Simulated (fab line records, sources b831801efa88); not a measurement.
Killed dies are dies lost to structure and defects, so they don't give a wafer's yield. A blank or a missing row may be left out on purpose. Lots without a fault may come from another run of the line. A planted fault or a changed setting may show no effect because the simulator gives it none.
A struck lot beside a sound one | flow sky130 | 17 steps out of a route of 708
Sound: wafers L191.2, L191.4, L191.5. Struck: wafers L185.2, L185.3, L185.6. The cause comes at the end.
At each step with rows: each side's tool, then ch and its chambers, then its first start. Under that, the readings that differ: sound wafers | struck wafers | difference of the means | sigmas: that difference in standard deviations of wafers without a fault.
alike: readings whose means differ by less than 2 such deviations, and words and numbers that are the same on both sides. not compared: withheld readings, readings that some wafer has no value for, bounds like >300 that may hide the same value, and numbers for which the record gives no deviation and whose values overlap.
The two part at a step that has a row with sigmas, a row that says differs or no value, or rows on one side only. Numbers that don't overlap but have no deviation are shown without sigmas and don't part them. A reading that every wafer of one side lacks parts them only if that side has two wafers or more.

SKY_LI_CONTACT_CMP_02: polishes PSG.
  sound on cmp-01 ch 0,2, day 32 14:05; struck on cmp-02 ch 0,1,2, day 30 15:47
  alike: motor_current_A, time_to_endpoint_s
SKY_LI_CONTACT_BOW_MEAS_03:
  sound on film_metro-03, day 32 14:24; struck on film_metro-04, day 30 16:00
  alike: LI_CONTACT_BOW
then, 8 steps without rows for these wafers: SKY_LI_CONTACT_DEHYDRATE_04 (time 60 s); SKY_LI_CONTACT_HMDS_05 (prime time 60 s); SKY_LI_CONTACT_COAT_06 (resist thk 60 nm); SKY_LI_CONTACT_COAT_07 (resist thk 450 nm); SKY_LI_CONTACT_SOFTBAKE_08 (time 90 s); SKY_LI_CONTACT_EXPOSE_09 (exposes mask LICM1, target cd 170 nm); SKY_LI_CONTACT_PEB_10; SKY_LI_CONTACT_DEVELOP_11 (develop time 60 s).
SKY_LI_CONTACT_CD_MEAS_12: target cd 170 nm.
  sound on cd_sem-01, day 33 17:39; struck on cd_sem-01, day 31 19:56
  alike: cd_nm
SKY_LI_CONTACT_OVL_MEAS_13:
  sound on overlay-01, day 33 17:46; struck on overlay-02, day 31 20:02
  alike: LI_CONTACT_OVL
SKY_LI_CONTACT_ETCH_14: etches BARC in N2/H2, stops on SiO2, time 44.67 s, target depth 60 nm.
  sound on rie_diel-04 ch 0,2, day 33 17:47; struck on rie_diel-04 ch 1,3, day 31 20:04
  no value came back on the struck wafers for any of 5 readings (bias_w (W), chamber_pressure_mTorr (mTorr) and others); on the sound wafers bias_w (W) reads 100.30 100.00 99.93
  reading                                           | sound             | struck          | difference | sigmas
  model.KrF-thick_of_LI_CONTACT_COAT_07.thk_nm (nm) | 394.9 395.6 395.8 | 435.5 433.1 433 | +38.4      |
  not compared: rf_hours_counter_h
SKY_LI_CONTACT_ETCH_15: etches PSG in C4F8/O2/Ar, stops on Si, target depth 600 nm.
  sound on rie_diel-04 ch 0,2, day 33 17:50; struck on rie_diel-04 ch 1,3, day 31 20:07
  reading                                           | sound             | struck            | difference | sigmas
  oes_product_au (a.u.)                             | 0.831 0.840 0.844 | 0.373 0.373 0.376 | -0.464     | -99 or more
  model.KrF-thick_of_LI_CONTACT_COAT_07.thk_nm (nm) | 232.1 238 236.5   | 279.4 274.1 277.3 | +41.4      |
  alike: bias_w, chamber_pressure_mTorr
SKY_LI_CONTACT_STRIP_16: strips in O2/N2.
  sound on plasma_asher-02 ch 0,1, day 33 17:55; struck on plasma_asher-03 ch 0,1, day 31 20:12
  reading                      | sound             | struck            | difference | sigmas
  drypump_motor_current_A (A)  | 6.5 6.3 6.5       | 5.2 5.7 5.2       | -1.1       | -2
  oes_product_au (a.u.)        | 0.374 0.379 0.383 | 0.396 0.395 0.398 | +0.018     | +3
  strip_time_to_endpoint_s (s) | 3.50 3.57 3.56    | 4.00 3.95 3.99    | +0.44      | +13
  not compared: rf_hours_counter_h
then, 1 step without rows for these wafers: SKY_LI_CONTACT_CLEAN_17 (cleans in NMP, time 600 s).
-- the record jumps here: 16 days lie between the struck wafers' starts before and after (it left off in module LI_CONTACT and takes up again in module PAD_OPEN, whose first step shown is number 708 of the route) --
SKY_PAD_OPEN_PROBE_99:
  the record has rows for the struck wafers here (prober-01, day 47 20:29) and none for the sound ones

WHERE THEY PART
First at SKY_LI_CONTACT_ETCH_14; last, within this record, at SKY_PAD_OPEN_PROBE_99.

WHY: what the simulator had put in
Skipped step whole: rie_diel-04, from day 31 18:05 on, at SKY_LI_CONTACT_ETCH_14. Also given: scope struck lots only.
